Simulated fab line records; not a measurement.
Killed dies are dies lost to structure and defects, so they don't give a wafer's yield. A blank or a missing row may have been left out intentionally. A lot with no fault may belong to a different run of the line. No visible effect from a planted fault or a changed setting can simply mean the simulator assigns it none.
2 desks, one fault / flow sky130 / numbers are kept per desk, each desk with only its own; the story behind them comes last

## THE TOOL OWNER'S DESK: implanter-01
For each lot that ran on this tool, the mean over its sampled wafers that have a number, from the tool's own readings at SKY_LDD_N_IMPLANT_13. Any lot whose mean is over 4 standard deviations away from the usual mean is out of limits and marked OUT; that distance is given in the brackets.
Columns: A = beam energy keV at SKY_LDD_N_IMPLANT_13, usual 49.998; B = beam on s at SKY_LDD_N_IMPLANT_13, usual 9.98 s
lot=L854; first seen here=day 17 16:35; A=49.989; B=10.28
lot=L860; first seen here=day 20 10:32; A=49.989; B=10.04
lot=L871; first seen here=day 24 00:57; A=50.022; B=10.02
lot=L874; first seen here=day 25 19:54; A=50.012; B=10.08
lot=L875; first seen here=day 26 02:33; A=49.986; B=10.03
This desk's verdict: no lot among the 5 shows anything out of limits.

## METROLOGY DESK
What the gauges read for every lot (on any tool): the sampled wafers with a number, averaged. Any lot whose mean is over 4 standard deviations away from the usual mean is out of limits and marked OUT; that distance is given in the brackets.
Columns: A = LDD_N_OVL at SKY_LDD_N_OVL_MEAS_07, usual 1.9 nm; B = cd nm at SKY_LDD_P_CD_MEAS_07, usual 379 nm
lot=L853; first seen here=day 17 05:36; A=2.6; B=381
lot=L854; first seen here=day 17 15:47; A=0.9; B=380
lot=L855; first seen here=day 18 04:20; A=3.0; B=380
lot=L856; first seen here=day 18 13:13; A=1.4; B=377
lot=L858; first seen here=day 20 03:04; A=0.6; B=377
lot=L860; first seen here=day 20 09:44; A=1.6; B=379
lot=L861; first seen here=day 20 14:32; A=0.2; B=-
lot=L862; first seen here=day 21 06:30; A=0.4; B=-
lot=L863; first seen here=day 21 12:18; A=0.9; B=-
lot=L871; first seen here=day 24 00:07; A=2.8; B=378
lot=L873; first seen here=day 24 19:46; A=1.5; B=379
lot=L872; first seen here=day 25 02:31; A=2.5; B=378
lot=L874; first seen here=day 25 19:07; A=0.6; B=382
lot=L875; first seen here=day 26 01:45; A=2.8; B=380
lot=L876; first seen here=day 26 01:55; A=2.3; B=384
This desk's verdict: no lot among the 15 shows anything out of limits.

## PUT TOGETHER
The tool owner's desk saw nothing out of limits.
Nothing out of limits was seen by the metrology desk.

## WHAT THE SIMULATOR PUT IN
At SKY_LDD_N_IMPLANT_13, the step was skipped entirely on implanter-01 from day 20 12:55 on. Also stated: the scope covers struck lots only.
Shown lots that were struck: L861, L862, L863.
